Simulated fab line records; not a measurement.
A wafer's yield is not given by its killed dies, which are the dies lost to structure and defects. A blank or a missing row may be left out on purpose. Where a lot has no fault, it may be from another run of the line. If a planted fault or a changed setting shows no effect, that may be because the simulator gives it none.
A lot that was struck, set against a sound lot :: flow sky130 :: 28 out of 708 route steps
Sound: these wafers, L495.1, L495.4, L495.5. Struck: wafer L508.5. (L508.1, L508.2 of the same lot were not struck and are left out.) The cause comes at the end.
Per side, at each step with rows, come the tool, then ch with its chambers, and then its first start. Under that, the readings that differ: sound wafers :: struck wafers :: difference of the means :: sigmas: that difference in standard deviations of wafers without a fault.
alike: readings whose means differ by less than 2 such deviations, and words and numbers that are the same on both sides. not compared: withheld readings, readings that some wafer has no value for, bounds like >300 that may hide the same value, and numbers for which the record gives no deviation and whose values overlap.
A row with sigmas, a row that says differs or no value, or rows on one side alone: a step with any of these is where the two part. Numbers that have no deviation but don't overlap get no sigmas and don't part them. A reading that every wafer of one side lacks parts them only if that side has two wafers or more.

SKY_VIA2_SPUTTER_20: material TiN, target thk 20 nm, time 80 s.
  sound on pvdSputter-02, day 37 00:22; struck on pvdSputter-03, day 42 00:28
  alike: cathodeDcPowerW, throttleValvePct
then, 1 step without rows for these wafers: SKY_VIA2_CVD_21 (deposits W, target thk 420 nm, time 126.4 s).
SKY_VIA2_RS_MEAS_22: measurement is done with a four-point probe.
  sound on filmMetro-01, day 37 00:33; struck on filmMetro-03, day 42 00:39
  alike: VIA2_W_RS
SKY_VIA2_THK_MEAS_23: measures by xrf.
  sound on filmMetro-01, day 37 00:40; struck on filmMetro-03, day 42 00:46
  alike: VIA2_W_THK
SKY_VIA2_CMP_24: polishes, stops on SiO2, t overpolish 20 s, target thk 0 nm.
  sound on cmp-01 ch 0,3, day 37 00:44; struck on cmp-01 ch 0, day 42 00:50
  alike: motorCurrentA, overpolishRunS, timeToEndpointS
then, 1 step without rows for these wafers: SKY_METAL3_SPUTTER_00 (material Ti, target thk 15 nm, time 10 s).
SKY_METAL3_SPUTTER_01: material TiN, target thk 20 nm, time 16.7 s.
  sound on pvdSputter-01, day 37 01:04; struck on pvdSputter-02, day 42 01:09
reading: cathodeDcPowerW (W)
sound: 6502.4 6501.3 6497.9
struck: 6498.1
difference: -2.4
sigmas: -2
  alike: throttleValvePct
then, 1 step without rows for these wafers: SKY_METAL3_SPUTTER_02 (material AlCu, target thk 735 nm, time 39.1 s).
SKY_METAL3_SPUTTER_03: material Ti, target thk 5 nm, time 3.3 s.
  sound on pvdSputter-01, day 37 01:07; struck on pvdSputter-02, day 42 01:13
  alike: cathodeDcPowerW, throttleValvePct
SKY_METAL3_SPUTTER_04: material TiN, target thk 70 nm, time 58.3 s.
  sound on pvdSputter-01, day 37 01:08; struck on pvdSputter-02, day 42 01:14
  alike: cathodeDcPowerW, throttleValvePct
then, 1 step without rows for these wafers: SKY_CAPM_CVD_00 (deposits SiO2, target thk 15.5 nm).
SKY_CAPM_THK_MEAS_01:
  sound on filmMetro-01, day 37 01:13; struck on filmMetro-03, day 42 01:19
  alike: CAPM_CVD_00_THK
SKY_CAPM_SPUTTER_02: material TiN, target thk 200 nm, time 166.7 s.
  sound on pvdSputter-04, day 37 01:16; struck on pvdSputter-03, day 42 01:22
reading: cathodeDcPowerW (W)
sound: 6498.7 6500.0 6499.3
struck: 9224.1
difference: +2724.8
sigmas: +99 or more

reading: model.TiN_of_CAPM_SPUTTER_02.thkNm (nm)
sound: 201.6 201 202.8
struck: 283.5
difference: +81.7
sigmas: 
  alike: throttleValvePct
SKY_CAPM_RS_MEAS_03: measurement is done with a four-point probe.
  sound on filmMetro-02, day 37 01:23; struck on filmMetro-01, day 42 01:29
reading: CAPM_TIN_RS (ohm/sq)
sound: 6.84 6.86 6.81
struck: 4.85
difference: -1.99
sigmas: -26
SKY_CAPM_THK_MEAS_04: measures by xrf.
  sound on filmMetro-02, day 37 01:30; struck on filmMetro-01, day 42 01:36
reading: CAPM_TIN_THK (nm)
sound: 200.1 200.3 201.3
struck: 284.1
difference: +83.5
sigmas: +36
then, 7 steps without rows for these wafers: SKY_CAPM_DEHYDRATE_05 (time 60 s); SKY_CAPM_HMDS_06 (prime time 60 s); SKY_CAPM_COAT_07 (resist thk 1140 nm); SKY_CAPM_SOFTBAKE_08 (time 60 s); SKY_CAPM_EXPOSE_09 (exposes mask CAPM, target cd 1000 nm); SKY_CAPM_PEB_10; SKY_CAPM_DEVELOP_11 (develop time 60 s).
SKY_CAPM_OVL_MEAS_12:
  sound on overlay-01, day 38 03:25; struck on overlay-02, day 43 00:10
  alike: CAPM_OVL
SKY_CAPM_METAL_ETCH_13: etches TiN in Cl2/BCl3, stops on SiO2, target depth 220 nm, time 62.9 s.
  sound on rieMetal-03 ch 0,1, day 38 03:26; struck on rieMetal-02 ch 0, day 43 00:12
reading: oesProductAu (a.u.)
sound: 0.940 0.944 0.943
struck: 0.997
difference: +0.055
sigmas: +7

reading: throttleValvePct (%)
sound: 21.897 21.908 21.895
struck: 21.875
difference: -0.025
sigmas: -3
  alike: drypumpMotorCurrentA, mfcCl2Sccm
  not compared: rfHoursCounterH
then, 1 step without rows for these wafers: SKY_CAPM_STRIP_14 (strips in O2/N2).
SKY_CAPM_STRIP_15: strips in post etch residue remover, time 1200 s.
  sound on wetBench-02 ch 3, day 38 03:37; struck on wetBench-03 ch 1, day 43 00:23
reading: model.TiN_of_CAPM_SPUTTER_02.thkNm (nm)
sound: 201.2 200.6 202.4
struck: 283.1
difference: +81.7
sigmas: 
then, 1 step without rows for these wafers: SKY_CAPM_CLEAN_16 (cleans in IPA, time 180 s).
-- the record jumps here: 7 days lie between the struck wafers' starts before and after (it left off in module CAPM and takes up again in module PAD_OPEN, whose first step shown is number 708 of the route) --
SKY_PAD_OPEN_PROBE_99:
  sound on prober-02, day 46 10:37; struck on prober-01, day 50 05:47
reading: defectLimitedYield (%)
sound: 80.5 80.7 81.1
struck: 0
difference: -81
sigmas: -45

reading: killedAtFrontEnd
sound: 27 23 25
struck: 16
difference: -9
sigmas: -2

reading: killedAtOther
sound: 0 1 0
struck: 405
difference: +405
sigmas: +99 or more

reading: killedDies
sound: 96 95 93
struck: 492
difference: +397
sigmas: +45

reading: killedOnRim
sound: 19 18 21
struck: 96
difference: +77
sigmas: +23

reading: sort_bin_3_pad_short (%)
sound: 0.6 0.4 0.4
struck: 82.5
difference: +82.0
sigmas: +99 or more

reading: sort_bin_6_memory (%)
sound: 8.3 7.1 7.1
struck: 5.5
difference: -2.0
sigmas: -2

reading: sortNPass
sound: 396 397 399
struck: 0
difference: -397
sigmas: -45

reading: sortYieldPct (%)
sound: 80.5 80.7 81.1
struck: 0
difference: -81
sigmas: -45
  alike: killed_at_M0_to_M3, killed_at_M4_up, killedAtContacts, killedOpen, killedShort, sort_bin_5_function

== WHERE THEY PART ==
Earliest at SKY_METAL3_SPUTTER_01; latest, in this record, at SKY_PAD_OPEN_PROBE_99.

WHY: what the simulator had put in
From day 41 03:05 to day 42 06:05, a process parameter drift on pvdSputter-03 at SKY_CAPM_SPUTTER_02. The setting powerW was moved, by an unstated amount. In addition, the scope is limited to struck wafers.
